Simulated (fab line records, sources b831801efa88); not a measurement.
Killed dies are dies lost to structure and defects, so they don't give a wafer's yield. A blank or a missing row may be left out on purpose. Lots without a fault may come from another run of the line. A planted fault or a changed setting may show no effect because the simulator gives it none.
fab line records | flow sky130
record lots=11 wafers=33 last_day=50
route steps=708 shown RES_XHIGH@340 LI_CONTACT@375 LOCAL_INTERCONNECT@401 CONTACT@406
lots that met no fault: from a run of the same line without faults
start_h: hours from the record's first day to the start of the lot's first wafer shown | wait_h: hours since the lot's step before | " the same as in the row above | L1.1+2: a row that stands for several wafers | - no value, or no start given | * or withheld: withheld | < > ~ a bound
route shown NAME@n: a module of which the file shows steps, and the number in the route of the first | usual: mean/standard deviation of fault-free wafers | same: alike in all rows | chamber/n: place in a boat | sites: the reading at each site | _std_site: their standard deviation | _edge_site: outer sites' mean less inner sites' | radius_mm: how far each site lies from the wafer's centre | mask NAME#n: copy n | behind: the tool/chamber that last shaped the wafer | hold: why the lot was held/for how many hours/how that ended | device: the transistor (n, p or np) that didn't switch | end of line: the same wafers' tests at the end of the route | a step without rows: its recipe alone | killed: dies lost to structure and defects at the first sort, not the wafer's yield | map: a wafer's dies, x killed, . not, _ none there
set.NAME: the setting as run; set.NAME@STEP: as run at that earlier step | model.NAME: the simulator's own value behind a step, which no gauge read
steps of the route over a sample of lots; a table a step, a row a wafer
services: from which hour (start_h, from the record's first day; less than 0 if before it) a tool's chamber was out of use, for how many hours, and why
## steps
# step SKY_RES_XHIGH_STRIP_08
# recipe chemistry=O2/N2 power_w=1400 pressure_mtorr=1500 platen_temp_c=withheld o2_flow_sccm=3000 n2_flow_sccm=300 overash_fraction=0.5
# usual drypump_motor_current_A=5.7/0.32 oes_product_au=0.711/0.0045 strip_time_to_endpoint_s=14.26/0.035
# columns lot.wafer tool chamber start_h wait_h drypump_motor_current_A oes_product_au rf_hours_counter_h strip_time_to_endpoint_s
L893.3 plasma_asher-02 0 625.07 0.1 5.3 0.706 - 14.31
L893.4 " 1 " " 6.1 0.711 - 14.31
L893.6 " 1 " " 6.1 0.710 - 14.31
L899.3 plasma_asher-04 0 670.77 0.1 5.7 0.713 - 14.27
L899.4 " 1 " " 5.7 0.708 - 14.24
L899.6 " 0 " " 5.7 0.713 - 14.27
L901.1 plasma_asher-04 0 680.69 0.1 5.7 0.711 23 14.26
L901.3 " 1 " " 5.7 0.711 - 14.30
L901.5 " 1 " " 5.8 0.720 - 14.27
L904.2 plasma_asher-04 0 699.78 0.1 5.7 0.710 26 14.26
L904.3 " 0 " " 5.7 0.710 - 14.27
L904.5 " 1 " " 5.8 0.708 - 14.30
L907.1 plasma_asher-04 0 718.44 0.1 5.7 0.715 28 14.22
L907.4 " 0 " " 5.7 0.710 - 14.22
L907.6 " 1 " " 5.7 0.710 - 14.23
L909.1 plasma_asher-04 1 737.54 0.1 5.7 0.709 30 14.24
L909.3 " 0 " " 5.7 0.709 - 14.21
L909.6 " 0 " " 5.7 0.708 - 14.23
L911.1 plasma_asher-03 1 757.38 0.1 5.2 0.712 98 14.25
L911.4 " 1 " " 5.2 0.707 - 14.24
L911.5 " 0 " " 6.2 0.708 - 14.26
L912.2 plasma_asher-02 0 760.93 0.1 5.3 0.716 61 14.28
L912.5 " 0 " " 5.3 0.717 - 14.26
L912.6 " 1 " " 6.1 0.705 - 14.30
L913.1 plasma_asher-04 1 781.68 0.1 5.7 0.709 35 14.27
L913.2 " 0 " " 5.7 0.720 35 14.23
L913.6 " 0 " " 5.7 0.707 - 14.24
L914.1 plasma_asher-02 0 796.38 0.1 5.3 0.722 65 14.25
L914.4 " 0 " " 5.3 0.714 - 14.30
L914.6 " 1 " " 6.1 0.705 - 14.26
L915.2 plasma_asher-03 1 799.58 0.1 5.2 0.716 102 14.27
L915.5 " 1 " " 5.2 0.708 - 14.19
L915.6 " 0 " " 6.2 0.712 - 14.23
# step SKY_LI_CONTACT_OVL_MEAS_13
# usual LI_CONTACT_OVL=2/5.9
# columns lot.wafer tool chamber start_h wait_h LI_CONTACT_OVL[nm]
L893.3 overlay-01 - 682.92 0.1 2
L893.4 " - " " 7
L893.6 " - " " 11
L899.3 overlay-01 - 727.86 0.1 4
L899.4 " - " " 10
L899.6 " - " " 4
L901.1 overlay-02 - 737.10 0.1 1
L901.3 " - " " 3
L901.5 " - " " 11
L904.2 overlay-02 - 755.41 0.1 -3
L904.3 " - " " -2
L904.5 " - " " -2
L907.1 overlay-02 - 772.90 0.1 -8
L907.4 " - " " -6
L907.6 " - " " -13
L909.1 overlay-01 - 792.99 0.1 -1
L909.3 " - " " -3
L909.6 " - " " -1
L911.1 overlay-01 - 811.72 0.1 -3
L911.4 " - " " -5
L911.5 " - " " -6
L912.2 overlay-02 - 815.85 0.1 -1
L912.5 " - " " -4
L912.6 " - " " 1
L913.1 overlay-02 - 835.00 0.1 3
L913.2 " - " " 6
L913.6 " - " " 9
L914.1 overlay-02 - 849.74 0.1 0
L914.4 " - " " -3
L914.6 " - " " -7
L915.2 overlay-02 - 853.16 0.1 1
L915.5 " - " " 1
L915.6 " - " " 5
# step SKY_LOCAL_INTERCONNECT_METAL_ETCH_14
# recipe target_depth_nm=110 stop_on=PSG chemistry=Cl2/BCl3 target=TiN resist_sidewall_deg=88 pressure_mtorr=10 icp_w=900 bias_w=48.5 Cl2_flow_sccm=60 bcl3_flow_sccm=30 time_s=31.4
# usual drypump_motor_current_A=5.61/0.15 oes_product_au=0.939/0.007 throttle_valve_pct=21.903/0.0089
# columns lot.wafer tool chamber start_h wait_h drypump_motor_current_A oes_product_au rf_hours_counter_h throttle_valve_pct
L893.3 rie_metal-03 1 712.12 0.0 5.78 0.951 - 21.887
L893.4 " 0 " " 5.64 0.947 - 21.891
L893.6 " 0 " " 5.64 0.942 - 21.906
L899.3 rie_metal-01 0 756.57 0.0 5.18 0.936 - 21.913
L899.4 " 1 " " 5.77 0.942 - 21.908
L899.6 " 1 " " 5.77 0.943 - 21.897
L901.1 rie_metal-03 1 765.45 0.0 5.69 0.932 4 21.899
L901.3 " 0 " " 5.63 0.931 - 21.903
L901.5 " 1 " " 5.70 0.931 - 21.902
L904.2 rie_metal-03 0 783.16 0.0 5.64 0.950 7 21.893
L904.3 " 0 " " 5.65 0.952 - 21.906
L904.5 " 0 " " 5.65 0.932 - 21.901
L907.1 rie_metal-04 0 800.66 0.0 5.63 0.935 10 21.887
L907.4 " 1 " " 5.50 0.941 - 21.909
L907.6 " 0 " " 5.64 0.934 - 21.897
L909.1 rie_metal-03 0 820.80 0.0 5.62 0.942 9 21.916
L909.3 " 0 " " 5.63 0.934 - 21.906
L909.6 " 1 " " 5.74 0.931 - 21.898
L911.1 rie_metal-04 1 838.81 0.1 5.51 0.940 16 21.913
L911.4 " 1 " " 5.51 0.934 - 21.904
L911.5 " 1 " " 5.51 0.942 - 21.895
L912.2 rie_metal-03 1 843.24 0.0 5.78 0.951 7 21.899
L912.5 " 0 " " 5.60 0.936 - 21.916
L912.6 " 1 " " 5.80 0.937 - 21.909
L913.1 rie_metal-03 0 861.91 0.0 5.63 0.924 11 21.904
L913.2 " 1 " " 5.71 0.949 8 21.907
L913.6 " 0 " " 5.66 0.936 - 21.903
L914.1 rie_metal-01 1 876.85 0.0 5.78 0.936 7 21.897
L914.4 " 0 " " 5.18 0.937 - 21.917
L914.6 " 1 " " 5.79 0.940 - 21.898
L915.2 rie_metal-03 0 880.80 0.0 5.59 0.923 12 21.905
L915.5 " 1 " " 5.74 0.933 - 21.905
L915.6 " 0 " " 5.64 0.940 - 21.911
# step SKY_CONTACT_CVD_00
# recipe material=Si3N4 target_thk_nm=75 temp_c=400 time_s=withheld rf_w=450
# usual heater_power_outer_w=481/91 heater_power_w=800/120
# columns lot.wafer tool chamber start_h wait_h heater_power_outer_w heater_power_w
L893.3 pecvd-01 1 712.75 0.0 452 742
L893.4 " 1 " " 442 723
L893.6 " 2 " " 462 772
L899.3 pecvd-03 1 757.19 0.0 586 965
L899.4 " 2 " " 579 926
L899.6 " 0 " " 298 567
L901.1 pecvd-03 1 766.09 0.0 587 952
L901.3 " 0 " " 316 593
L901.5 " 2 " " 525 840
L904.2 pecvd-03 1 783.84 0.0 552 915
L904.3 " 0 " " 287 569
L904.5 " 1 " " 568 935
L907.1 pecvd-02 2 801.34 0.0 488 833
L907.4 " 0 " " 440 792
L907.6 " 2 " " 502 811
L909.1 pecvd-02 2 821.44 0.0 427 725
L909.3 " 1 " " 548 880
L909.6 " 0 " " 338 668
L911.1 pecvd-02 2 839.51 0.0 490 806
L911.4 " 1 " " 523 882
L911.5 " 0 " " 452 834
L912.2 pecvd-03 2 843.89 0.0 593 969
L912.5 " 2 " " 587 930
L912.6 " 0 " " 337 609
L913.1 pecvd-03 1 862.55 0.0 518 906
L913.2 " 0 " " 298 575
L913.6 " 1 " " 542 899
L914.1 pecvd-03 0 877.49 0.0 288 562
L914.4 " 0 " " 287 581
L914.6 " 2 " " 555 887
L915.2 pecvd-01 2 881.51 0.0 561 883
L915.5 " 2 " " 568 923
L915.6 " 1 " " 397 663
# step SKY_CONTACT_THK_MEAS_01
# recipe reads=Si3N4_of_CONTACT_CVD_00
# usual CONTACT_CVD_00_THK=75.0/0.96
# columns lot.wafer tool chamber start_h wait_h hold CONTACT_CVD_00_THK[nm]
L893.3 film_metro-02 - 712.80 - - 74.1
L893.4 " - " " - 75.1
L893.6 " - " " - 74.8
L899.3 film_metro-04 - 757.25 - await_dispo/0.2h/release 74.1
L899.4 " - " " await_dispo/0.2h/release 31.4
L899.6 " - " " await_dispo/0.2h/release 75.7
L899.3 film_metro-04 - 757.47 0.2 - 74.0
L899.4 " - " " - 31.4
L899.6 " - " " - 75.6
L901.1 film_metro-02 - 766.13 - await_dispo/0.2h/release 74.0
L901.3 " - " " await_dispo/0.2h/release 74.3
L901.5 " - " " await_dispo/0.2h/release 32.0
L901.1 film_metro-02 - 766.35 0.2 - 74.0
L901.3 " - " " - 74.2
L901.5 " - " " - 32.0
L904.2 film_metro-04 - 783.88 - await_dispo/0.2h/release 73.5
L904.3 " - " " await_dispo/0.2h/release 73.3
L904.5 " - " " await_dispo/0.2h/release 29.6
L904.2 film_metro-04 - 784.11 0.2 - 73.5
L904.3 " - " " - 73.3
L904.5 " - " " - 29.5
L907.1 film_metro-01 - 801.37 - - 73.9
L907.4 " - " " - 75.8
L907.6 " - " " - 75.7
L909.1 film_metro-02 - 821.48 - - 74.8
L909.3 " - " " - 75.6
L909.6 " - " " - 75.8
L911.1 film_metro-01 - 839.54 - - 74.6
L911.4 " - " " - 77.3
L911.5 " - " " - 76.1
L912.2 film_metro-04 - 843.93 - - 74.8
L912.5 " - " " - 76.0
L912.6 " - " " - 75.0
L913.1 film_metro-04 - 862.59 - - 74.2
L913.2 " - " " - 74.4
L913.6 " - " " - 75.2
L914.1 film_metro-02 - 877.53 - - 74.4
L914.4 " - " " - 76.4
L914.6 " - " " - 75.1
L915.2 film_metro-01 - 881.55 - - 74.2
L915.5 " - " " - 75.8
L915.6 " - " " - 75.5
# step SKY_CONTACT_ETCH_18
# recipe target=Si3N4 chemistry=CHF3/O2 stop_on=TiN source_w=600 bias_w=200 pressure_mtorr=40 chf3_flow_sccm=50 O2_flow_sccm=5 time_s=39 target_depth_a=750
# usual drypump_motor_current_A=5.7/0.33 oes_product_au=0.855/0.0082 throttle_valve_pct=8.793/0.009
# columns lot.wafer tool chamber start_h wait_h drypump_motor_current_A oes_product_au rf_hours_counter_h throttle_valve_pct
L893.3 rie_diel-03 1 - - 5.9 0.847 20 8.812
L893.4 " 3 " " 5.5 0.858 10 8.797
L893.6 " 3 " " 5.5 0.852 - 8.793
L899.3 rie_diel-01 0 - - 5.5 0.841 9 8.794
L899.4 " 2 " " 6.2 0.582 23 8.721
L899.6 " 3 " " 5.7 0.868 - 8.788
L901.1 rie_diel-03 3 - - 5.5 0.851 12 8.795
L901.3 " 1 " " 5.9 0.847 22 8.807
L901.5 " 3 " " 5.5 0.585 - 8.737
L904.2 rie_diel-02 2 - - 6.0 0.834 14 8.799
L904.3 " 3 " " 5.2 0.842 2 8.783
L904.5 " 3 " " 5.3 0.563 - 8.730
L907.1 rie_diel-03 3 - - 5.5 0.850 14 8.797
L907.4 " 1 " " 5.9 0.856 - 8.792
L907.6 " 3 " " 5.5 0.851 - 8.793
L909.1 rie_diel-02 0 - - 5.5 0.855 27 8.797
L909.3 " 2 " " 6.0 0.862 15 8.798
L909.6 " 3 " " 5.3 0.861 - 8.785
L911.1 rie_diel-01 0 - - 5.5 0.850 11 8.785
L911.4 " 1 " " 5.1 0.872 11 8.800
L911.5 " 0 " " 5.5 0.861 - 8.801
L912.2 rie_diel-03 2 - - 6.3 0.855 8 8.787
L912.5 " 0 " " 5.6 0.859 - 8.791
L912.6 " 3 " " 5.5 0.850 - 8.794
L913.1 rie_diel-01 1 - - 5.1 0.847 12 8.788
L913.2 " 2 " " 6.2 0.851 26 8.791
L913.6 " 0 " " 5.5 0.861 - 8.790
L914.1 rie_diel-03 2 - - 6.3 0.850 9 8.797
L914.4 " 3 " " 5.5 0.867 15 8.790
L914.6 " 1 " " 5.9 0.852 - 8.793
L915.2 rie_diel-02 2 - - 5.9 0.852 17 8.783
L915.5 " 2 " " 5.9 0.862 - 8.783
L915.6 " 1 " " 5.7 0.855 - 8.798
## services
# columns tool chamber start_h hours kind
plasma_asher-04 - 604.34 2.2 repair
pecvd-02 1 616.22 5.3 repair
pecvd-03 2 657.03 23.7 repair
plasma_asher-02 - 685.19 8.8 repair
pecvd-03 - 686.31 0.3 repair
pecvd-02 - 686.34 14.6 pm
rie_diel-02 0 693.86 7.1 repair
rie_diel-02 2 697.79 2.1 repair
plasma_asher-02 - 712.78 1.4 repair
rie_diel-02 2 719.87 12.0 repair
plasma_asher-02 - 726.41 29.4 pm
rie_diel-01 2 737.68 3.0 repair
plasma_asher-04 - 740.30 0.8 repair
pecvd-03 1 744.94 6.2 repair
rie_diel-01 - 747.33 0.3 repair
pecvd-03 - 796.80 1.3 repair
pecvd-03 0 806.74 5.7 repair
rie_metal-03 1 807.25 12.8 repair
rie_diel-03 1 814.03 10.9 repair
rie_diel-03 2 815.28 19.9 repair
pecvd-03 - 835.11 8.0 repair
rie_diel-03 3 846.48 13.8 repair
plasma_asher-04 - 860.75 1.0 repair
rie_metal-03 - 886.91 5.7 repair
## key
first_sign step=SKY_CONTACT_THK_MEAS_01 reading=visit direction=added
effect step=SKY_CONTACT_THK_MEAS_01 reading=CONTACT_CVD_00_THK direction=down sigmas=46 usual=75.0 struck=31.0
effect step=SKY_CONTACT_ETCH_18 reading=oes_product_au direction=down sigmas=34 usual=0.855 struck=0.577
met_at SKY_CONTACT_CVD_00
struck_lots L899,L901,L904
struck_wafers L899.4,L901.5,L904.5
tester_left_out L899,L901,L904
not_acting_at SKY_RES_XHIGH_STRIP_08,SKY_LI_CONTACT_OVL_MEAS_13,SKY_LOCAL_INTERCONNECT_METAL_ETCH_14
fault kind=process_parameter_drift tool=pecvd-03 chamber=- onset_h=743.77 steps=SKY_CONTACT_CVD_00 channel=target_thk_nm offset=-43.983 shape=step end_h=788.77 scope=struck_wafers_only acts_in=these_recipes_only stated=75
# tester_left_out: of these lots the tester's yield and bins aren't shown, on N5 and GAA mostly nor the transistor test; their killed dies are dies lost to structure and defects alone, not to doping, threshold or leakage, so they don't give the yield
